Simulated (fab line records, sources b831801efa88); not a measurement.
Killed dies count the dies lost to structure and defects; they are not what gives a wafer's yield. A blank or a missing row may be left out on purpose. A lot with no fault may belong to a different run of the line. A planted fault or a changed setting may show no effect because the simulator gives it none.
Struck lot and sound lot, side by side	flow sfq line	15 steps out of a route of 325
Sound: wafers L653.1, L653.3, L653.5. Struck: wafer L664.1 (left out: L664.4, L664.5 of the same lot, which were not struck); the cause appears at the end.
Each step with rows lists, per side, the tool, then ch with its chambers, then its first start. Under that, the readings that differ: sound wafers	struck wafers	difference of the means	sigmas: that difference in standard deviations of wafers without a fault.
alike: a reading whose means differ by less than 2 such deviations, as well as words and numbers matching on both sides. not compared: withheld readings; readings where some wafer has no value; bounds like >300 that might hide an equal value; numbers whose values overlap and for which the record gives no deviation.
Wherever a step has rows on one side only, a row that says differs or no value, or a row with sigmas, the two part there. Numbers that have no deviation but don't overlap get no sigmas and don't part them. Lack of a reading on every wafer of one side parts them only where that side has two or more wafers.

first, 1 step without rows for these wafers: SFQ_TRILAYER_M2_STRIP_SOLV_CLEAN_062 (cleans in NMP, time 600 s).
SFQ_TRILAYER_I2_DEP_PECVD_063: deposits SiO2 from SiH4/N2O, time 111.11 s, target thk 500 nm.
  sound on pecvd-02 ch 0,1,2, day 34 01:46; struck on pecvd-04 ch 0, day 37 10:56
  alike: heater power w, throttle valve pct
SFQ_TRILAYER_I2_CMP_CMP_064: polishes SiO2.
  sound on cmp-01 ch 0,1, day 34 20:56; struck on cmp-02 ch 2, day 38 02:44
  alike: edge zone pressure frac, head pressure psi, motor current A, time to endpoint s
SFQ_I2_BOW_MEAS_917:
  struck on film metro-04, day 38 04:44; sound on film metro-03, day 34 23:26
  alike: I2_BOW
SFQ_TRILAYER_I2_METRO_MEASURE_065:
  struck on film metro-04, day 38 04:52; sound on film metro-03, day 34 23:34
  alike: thk nm
then, 6 steps without rows for these wafers: SFQ_TRILAYER_I2_VIA_LITHO_COAT_072 (resist thk 62 nm); SFQ_TRILAYER_I2_VIA_LITHO_COAT_067 (resist thk 650 nm); SFQ_TRILAYER_I2_VIA_LITHO_SOFTBAKE_071; SFQ_TRILAYER_I2_VIA_LITHO_EXPOSE_068 (exposes mask I2, target cd 500 nm); SFQ_TRILAYER_I2_VIA_LITHO_PEB_070 (peb time 60 s); SFQ_TRILAYER_I2_VIA_LITHO_DEVELOP_069 (time 60 s).
-- the record jumps here: 5 days lie between the struck wafers' starts before and after --
SFQ_I2_OVL_MEAS_918:
  struck on overlay-01, day 43 15:47; sound on overlay-02, day 40 18:21
  alike: I2_OVL
SFQ_TRILAYER_I2_VIA_BARC_OPEN_VIA_ETCH_096: etches BARC in O2, target depth 125 nm, time 41.7 s.
  sound on rie diel-01 ch 1,3, day 40 18:23; struck on rie diel-01 ch 1, day 43 15:49
reading	sound	struck	difference	sigmas
oes product au (a.u.)	0.679 0.683 0.690	0.649	-0.035	-8
run length s (s)	70.1 70.1 69.8	75.4	+5.4	+12
model.KrF_of_TRILAYER_I2_VIA_LITHO_COAT_067.thk nm (nm)	573.7 573.7 573.1	565.3	-8.2	
  alike: drypump motor current A
  not compared: rf hours counter h
SFQ_TRILAYER_I2_VIA_ETCH_VIA_ETCH_070: etches SiO2 in CHF3, stops on Nb, target depth 260 nm.
  sound on rie diel-01 ch 1,3, day 40 18:25; struck on rie diel-01 ch 1, day 43 15:52
reading	sound	struck	difference	sigmas
model.KrF_of_TRILAYER_I2_VIA_LITHO_COAT_067.thk nm (nm)	528.8 530.3 529.9	521.2	-8.5	
  alike: drypump motor current A, oes product au
SFQ_TRILAYER_I2_VIA_STRIP_STRIP_071: strips in O2.
  sound on rie metal-01 ch 0,1, day 40 18:32; struck on rie metal-02 ch 0, day 43 15:58
  alike: drypump motor current A, oes product au
  not compared: rf hours counter h

## WHERE THEY PART
Only at SFQ_TRILAYER_I2_VIA_BARC_OPEN_VIA_ETCH_096, as far as this record shows. Later steps at which nothing parts them and some readings are alike: SFQ_TRILAYER_I2_VIA_ETCH_VIA_ETCH_070, SFQ_TRILAYER_I2_VIA_STRIP_STRIP_071.

WHY: the cause the simulator had injected
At SFQ_TRILAYER_I2_VIA_BARC_OPEN_VIA_ETCH_096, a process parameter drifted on rie diel-01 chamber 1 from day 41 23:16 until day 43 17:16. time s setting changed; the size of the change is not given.
